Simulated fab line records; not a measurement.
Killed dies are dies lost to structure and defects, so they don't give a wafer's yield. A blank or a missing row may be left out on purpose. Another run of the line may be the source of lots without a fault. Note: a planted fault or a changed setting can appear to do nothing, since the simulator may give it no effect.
Lot-split experiment	flow sky130	23 wafers read from 5 lots, route of 708 steps

## SPLIT DETAILS
At SKY_FIELD_ISO_OXIDATION_01 (stabilise 600 s, purge 300 s, target thk 12 nm), the setting temp c was moved away from the recipe's 900 C on 15 of the 23 wafers read, by -2.8% to +2.6%. This setting was run at the recipe's value on the other wafers.

The file shows no step between the split and the reading.

## THE READING
FIELD_ISO_OXIDATION_00_THK (nm), taken at SKY_FIELD_ISO_THK_MEAS_02. A value of 11.87 nm with a standard deviation of 0.26 nm is what fault-free wafers of this fab line usually give.

wafer	tool, chamber at the split	temp c as run, C	against the recipe	FIELD_ISO_OXIDATION_00_THK, nm	against lot-mates on the recipe
L074.1	-, -	923.2	+2.6%	15.51	no lot-mate on the recipe
L074.2	-, -	923.2	+2.6%	15.49	no lot-mate on the recipe
L074.3	-, -	923.2	+2.6%	15.51	no lot-mate on the recipe
L074.4	-, -	923.2	+2.6%	15.42	no lot-mate on the recipe
L074.5	-, -	923.2	+2.6%	15.58	no lot-mate on the recipe
L075.1	-, -	875.1	-2.8%	8.69	no lot-mate on the recipe
L075.2	-, -	875.1	-2.8%	8.91	no lot-mate on the recipe
L075.3	-, -	875.1	-2.8%	8.83	no lot-mate on the recipe
L075.4	-, -	875.1	-2.8%	8.80	no lot-mate on the recipe
L075.5	-, -	875.1	-2.8%	8.72	no lot-mate on the recipe
L077.1	-, -	900	recipe	11.83	-
L077.2	-, -	900	recipe	11.85	-
L077.3	-, -	900	recipe	11.86	-
L077.5	-, -	900	recipe	11.80	-
L077.6	-, -	900	recipe	11.86	-
L078.3	furnace-02, 0	900	recipe	11.32	-
L078.4	furnace-02, 0	900	recipe	11.46	-
L078.5	furnace-02, 0	900	recipe	11.39	-
L080.1	-, -	923	+2.6%	15.06	no lot-mate on the recipe
L080.2	-, -	923	+2.6%	15.39	no lot-mate on the recipe
L080.3	-, -	923	+2.6%	15.32	no lot-mate on the recipe
L080.4	-, -	923	+2.6%	15.35	no lot-mate on the recipe
L080.5	-, -	923	+2.6%	15.29	no lot-mate on the recipe

THE FIT
A straight line over all 23 wafers: FIELD_ISO_OXIDATION_00_THK changes by +1.26 nm for each +1% of temp c; r = +0.99; the points scatter about the line by 0.32 nm.
Too few moved wafers have a lot-mate on the recipe to fit a line with each lot's own level taken away.

## THE WHOLE CHAIN: every reading that the file lists as answering this split, in the file's order
step	what it does	reading	change (the file's fit)	r (the file's)
SKY_FIELD_ISO_OXIDATION_01	stabilise 600 s, purge 300 s, target thk 12 nm	SiO2_of_FIELD_ISO_OXIDATION_01.thk nm (the simulator's own value, which no gauge read)	+1.26 nm for each +1% of the setting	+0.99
SKY_FIELD_ISO_THK_MEAS_02		FIELD_ISO_OXIDATION_00_THK	+1.26 for each +1% of the setting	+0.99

## FILE'S OWN FIT
FIELD_ISO_OXIDATION_00_THK changes by +1.26 nm for each +1% of temp c, r = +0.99.
